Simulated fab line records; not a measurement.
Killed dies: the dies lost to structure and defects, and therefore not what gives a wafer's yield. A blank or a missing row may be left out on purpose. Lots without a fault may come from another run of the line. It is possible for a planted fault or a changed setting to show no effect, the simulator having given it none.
What tool caused it? / flow gf180mcu / 21 wafers from 7 lots sampled at 2 of the route's 602 steps

WHAT EACH GAUGE READ, for each wafer
GF_SAB_THK_MEAS_01.
lot=L721; measured=day 14 20:26; on=film_metro-04; SAB_CVD_00_THK (nm)=49.5 50.4 50.5
lot=L724; measured=day 16 01:34; on=film_metro-02; SAB_CVD_00_THK (nm)=49.0 49.0 50.2
lot=L726; measured=day 16 14:05; on=film_metro-02; SAB_CVD_00_THK (nm)=50.6 50.4 51.0
lot=L734; measured=day 19 13:26; on=film_metro-03; SAB_CVD_00_THK (nm)=43.6 43.6 42.8
lot=L736; measured=day 20 06:17; on=film_metro-04; SAB_CVD_00_THK (nm)=49.7 49.8 50.4
lot=L739; measured=day 21 14:58; on=film_metro-04; SAB_CVD_00_THK (nm)=49.4 49.6 51.0
lot=L742; measured=day 22 07:30; on=film_metro-02; SAB_CVD_00_THK (nm)=49.7 49.5 50.5

WHAT TOOL EACH LOT RAN ON (gives the tool, then ch and the chambers of the sampled wafers, and finally the start)
lot=L721; GF_SAB_CVD_00=pecvd-02 ch 1,2, day 14 20:25
lot=L724; GF_SAB_CVD_00=pecvd-02 ch 0,1,2, day 16 01:31
lot=L726; GF_SAB_CVD_00=pecvd-04 ch 1,2, day 16 14:04
lot=L734; GF_SAB_CVD_00=pecvd-04 ch 0,1,2, day 19 13:25
lot=L736; GF_SAB_CVD_00=pecvd-01 ch 1,2, day 20 06:16
lot=L739; GF_SAB_CVD_00=pecvd-02 ch 0,1,2, day 21 14:57
lot=L742; GF_SAB_CVD_00=pecvd-02 ch 0,1, day 22 07:29
- GF_SAB_CVD_00: deposits SiO2 from TEOS, target thk 50 nm, time 4.9302 s.

THE ANSWER, worked out from the rows above alone
Rule: usual is defined by the lots themselves. The widest of any qualifying gaps counts: lots, ordered by their means at a reading, are off when they make up no more than a third of the lots, leave a main group of 4 or more, and stand apart from it by 3 or more times the standard deviation of that group's means. Not used: any main group whose means are identical at the precision the tables above print for the reading. Also off: a lot with no number at a reading for which 4 or more lots have one. Any other lot the step has rows for is counted as sound.
Off: L734, at GF_SAB_THK_MEAS_01 (SAB_CVD_00_THK). Main group: mean 50.0 nm, sd 0.37.
If a tool, at a process step before that reading, ran all the lots that are off and no sound lot after the first of them, it fits. Gauges at GF_SAB_THK_MEAS_01: tried the same way as those tools. Undecided on this evidence; 2 tools fit (pecvd-04 at GF_SAB_CVD_00, film_metro-03 at GF_SAB_THK_MEAS_01).

WHAT WAS PUT IN BY THE SIMULATOR
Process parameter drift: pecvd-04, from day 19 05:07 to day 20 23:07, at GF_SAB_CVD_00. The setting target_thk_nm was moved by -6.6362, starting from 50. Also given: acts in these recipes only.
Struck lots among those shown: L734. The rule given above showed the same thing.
